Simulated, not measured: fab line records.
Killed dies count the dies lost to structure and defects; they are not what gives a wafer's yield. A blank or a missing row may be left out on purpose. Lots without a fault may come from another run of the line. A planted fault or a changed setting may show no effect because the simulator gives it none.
Problem report, 8D (eight disciplines) form, completed by code / flow sky130 / the parts of the form that need people (team, actions taken, sign-off) are left out

## 1. PROBLEM STATEMENT
oes_product_au at SKY_VIA2_ETCH_15 reads a mean of 0.997 a.u. on 3 wafers of 3 lots; wafers without a fault read 0.940 a.u. with a standard deviation of 0.0045. That is +13 standard deviations from the usual mean.
The step: etches SiO2 in C4F8/O2/Ar, stops on TiN, target depth 546 nm, time 84 s.
Seen first at day 41 12:39 on rie_diel-03, wafer L750.4. The record holds 43 wafers of 15 lots with a number at this step. Rule for "out" (also "out of limits"): further than 4 standard deviations from the usual mean. All remaining wafers that have a number are taken as sound.

## 2. WHAT THIS IS AND IS NOT
question=which readings at this step | is=oes_product_au | is not=-
question=which lots | is=L750, L753, L754 | is not=L734, L735, L736, L737, L738, L739, L740, L741, L742, L744, L745, L756
question=which wafers of those lots | is=L750.4, L753.4, L754.3 | is not=L750.1, L750.2, L753.6, L754.5
question=read on which tools | is=rie_diel-03, rie_diel-04 | is not=rie_diel-02
question=when | is=from day 41 12:39 | is not=up to then (35 sound wafers); but 5 sound wafers of L753, L754, L756 came after

## 3. WHAT RULES OUT EACH SUSPECT
Counting: if a tool at a process step up to the reading ran every lot that is out, it stays a suspect. Sound lots after the first of them don't rule it out here, since some wafers of a struck lot are sound.
- cmp-01 at SKY_VIA2_CMP_02 (polishes SiO2): kept. Ran every lot that is out, first one L750 (day 40 11:04); last sound lot up to then L744 (day 38 04:24).
The count leaves cmp-01 at SKY_VIA2_CMP_02.

## 4. THE CAUSE (what the simulator had put in)
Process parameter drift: cmp-01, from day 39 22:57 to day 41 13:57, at SKY_VIA2_CMP_02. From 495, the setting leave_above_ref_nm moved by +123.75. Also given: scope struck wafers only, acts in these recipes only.
Counting left only this tool.

## 5. SEQUENCE OF EFFECTS, ordered by route
Each row: a reading where the mean over the struck wafers with a number is more than 3 standard deviations away from the usual. Scope: only readings with a usual standard deviation given in the record; hours: median across lots of the time from each lot's start at the first step in this table that gives one to its start at this step; sigmas: change in usual standard deviations.
hours=0; step=SKY_VIA2_ETCH_15; reading=oes_product_au; usual=0.940 a.u.; on struck wafers=0.997; change=+0.057; sigmas=+13
Its process steps:
- SKY_VIA2_ETCH_15: etches SiO2 in C4F8/O2/Ar, stops on TiN, target depth 546 nm, time 84 s.

## 6. WHAT WOULD HAVE CAUGHT IT SOONER
In this record the first reading out of limits was taken at day 41 12:39, 38 hours after the fault began at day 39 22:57.
No tool reading at SKY_VIA2_CMP_02 that has a usual standard deviation in the record was out on any struck wafer, so an alarm limit of 4 standard deviations on those readings would not have fired.
Each of the lots that are out, 3 in all, had begun SKY_VIA2_CMP_02 on cmp-01 no later than day 41 12:39. Holding the tool at that point would not have protected any of them.
